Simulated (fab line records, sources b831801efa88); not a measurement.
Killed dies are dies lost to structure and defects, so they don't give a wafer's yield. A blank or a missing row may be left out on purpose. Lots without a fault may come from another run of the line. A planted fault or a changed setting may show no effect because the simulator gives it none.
A struck lot beside a sound one | flow sky130 | 15 steps out of a route of 708
Sound: wafers L612.1, L612.5, L612.6. Struck: wafers L618.1, L618.4, L618.5. The cause comes at the end.
At each step with rows: each side's tool, then ch and its chambers, then its first start. Under that, the readings that differ: sound wafers | struck wafers | difference of the means | sigmas: that difference in standard deviations of wafers without a fault.
alike: readings whose means differ by less than 2 such deviations, and words and numbers that are the same on both sides. not compared: withheld readings, readings that some wafer has no value for, bounds like >300 that may hide the same value, and numbers for which the record gives no deviation and whose values overlap.
The two part at a step that has a row with sigmas, a row that says differs or no value, or rows on one side only. Numbers that don't overlap but have no deviation are shown without sigmas and don't part them. A reading that every wafer of one side lacks parts them only if that side has two wafers or more.

first, 6 steps without rows for these wafers: SKY_VIA4_HMDS_05 (prime time 60 s); SKY_VIA4_COAT_06 (resist thk 1140 nm); SKY_VIA4_SOFTBAKE_07 (time 60 s); SKY_VIA4_EXPOSE_08 (exposes mask VIM4, target cd 800 nm); SKY_VIA4_PEB_09; SKY_VIA4_DEVELOP_10 (develop time 60 s).
SKY_VIA4_OVL_MEAS_11:
  sound on overlay-01, day 44 03:35; struck on overlay-01, day 45 15:23
  alike: VIA4_OVL
SKY_VIA4_ETCH_12: etches SiO2 in C4F8/O2/Ar, stops on TiN, target depth 580 nm.
  sound on rie_diel-01 ch 1,2, day 44 03:37; struck on rie_diel-02 ch 1,2, day 45 15:26
  alike: oes_product_au
SKY_VIA4_STRIP_13: strips in O2/N2.
  sound on plasma_asher-04 ch 0,1, day 44 03:42; struck on plasma_asher-01 ch 0,1, day 45 15:30
  alike: drypump_motor_current_A, oes_product_au, strip_time_to_endpoint_s
  not compared: rf_hours_counter_h
then, 3 steps without rows for these wafers: SKY_VIA4_STRIP_14 (strips in post etch residue remover, time 1200 s); SKY_VIA4_CLEAN_15 (cleans in IPA, time 180 s); SKY_VIA4_CLEAN_16 (cleans in O3/DIW).
SKY_VIA4_SPUTTER_17: material TiN, target thk 20 nm, time 80 s.
  sound on pvd_sputter-01, day 44 04:17; struck on pvd_sputter-03, day 45 16:05
  reading                                  | sound             | struck            | difference | sigmas
  model.TiN_of_VIA4_SPUTTER_17.thk_nm (nm) | 20.15 20.37 20.18 | 18.84 19.25 19.18 | -1.14      |
  alike: throttle_valve_pct
SKY_VIA4_CVD_18: deposits W, target thk 505 nm, time 152.14 s.
  sound on cvd_w-02 ch 0,1, day 44 04:21; struck on cvd_w-02 ch 0,1, day 45 16:09
  alike: chamber_pressure_Torr, heater_power_w
-- the record jumps here: 3 days lie between the struck wafers' starts before and after (it left off in module VIA4 and takes up again in module PAD_OPEN, whose first step shown is number 708 of the route) --
SKY_PAD_OPEN_PROBE_99:
  sound on prober-01, day 47 00:45; struck on prober-02, day 48 08:51
  alike: defect_limited_yield, killed_at_M0_to_M3, killed_at_M4_up, killed_at_contacts, killed_at_front_end, killed_at_other, killed_dies, killed_open, killed_short, sort_bin_3_pad_short, sort_bin_5_function, sort_bin_6_memory, sort_n_pass, sort_yield_pct

WHERE THEY PART
Nowhere in this record.

WHY: what the simulator had put in
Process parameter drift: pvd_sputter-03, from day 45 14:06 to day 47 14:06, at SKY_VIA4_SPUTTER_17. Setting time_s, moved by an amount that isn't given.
